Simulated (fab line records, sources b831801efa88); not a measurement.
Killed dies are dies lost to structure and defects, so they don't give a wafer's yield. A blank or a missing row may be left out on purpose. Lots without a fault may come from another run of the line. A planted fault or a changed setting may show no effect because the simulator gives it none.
Chamber matching | flow sky130 | SKY_LI_CONTACT_ETCH_15 on rie_diel-03: 4 sister chambers
The step etches PSG in C4F8/O2/Ar, stops on Si, target depth 600 nm. 7 wafers are shown with their chamber, then 10 later ones without.

WAFERS WITH THEIR CHAMBER
wafer  | chamber | rf_fwd_power_W (W) | oes_product_au (a.u.)
L079.2 | 3       | 1491               | 0.838
L081.1 | 1       | 1493               | 0.834
L085.5 | 0       | 1484               | 0.845
L090.1 | 1       | 1493               | 0.838
L090.5 | 2       | 1486               | 0.843
L092.1 | 2       | 1486               | 0.833
L092.3 | 0       | 1485               | 0.830

WAFERS WITHOUT THEIR CHAMBER
wafer  | rf_fwd_power_W (W) | oes_product_au (a.u.)
L092.4 | 1488               | 0.829
L093.1 | 1490               | 0.836
L093.3 | 1490               | 0.828
L093.6 | 1485               | 0.842
L095.3 | 1495               | 0.840
L095.5 | 1485               | 0.836
L095.6 | 1490               | 0.835
L096.3 | 1492               | 0.834
L096.5 | 1500               | 0.839
L096.6 | 1490               | 0.839

WHICH CHAMBER EACH WENT THROUGH
wafer  | from the rows above     | in truth
L092.4 | 2                       | 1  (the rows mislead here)
L093.1 | 3                       | 3
L093.3 | 3                       | 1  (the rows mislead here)
L093.6 | can't be placed: 0 or 2 | 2
L095.3 | 1                       | 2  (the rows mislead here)
L095.5 | can't be placed: 0 or 2 | 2
L095.6 | 3                       | 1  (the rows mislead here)
L096.3 | can't be placed: 1 or 3 | 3
L096.5 | 1                       | 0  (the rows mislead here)
L096.6 | 3                       | 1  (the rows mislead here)
Placed correctly: 1 of 10. Can't be placed from these rows: 3 (the true chamber is among the candidates in 3). Placed wrongly: 6.
How it was worked out, from the rows above alone: a wafer's distance from a chamber is the root of the sum, over the readings, of the square of ((its reading less the chamber's mean) divided by the reading's scatter). The wafer belongs to the nearest chamber; if the next one is less than 2 further off, it can't be placed. A chamber's mean is the mean of its shown wafers. The scatter: the root of (the sum of the squares of (reading less its chamber's mean) over the shown wafers, divided by (wafers less chambers)).
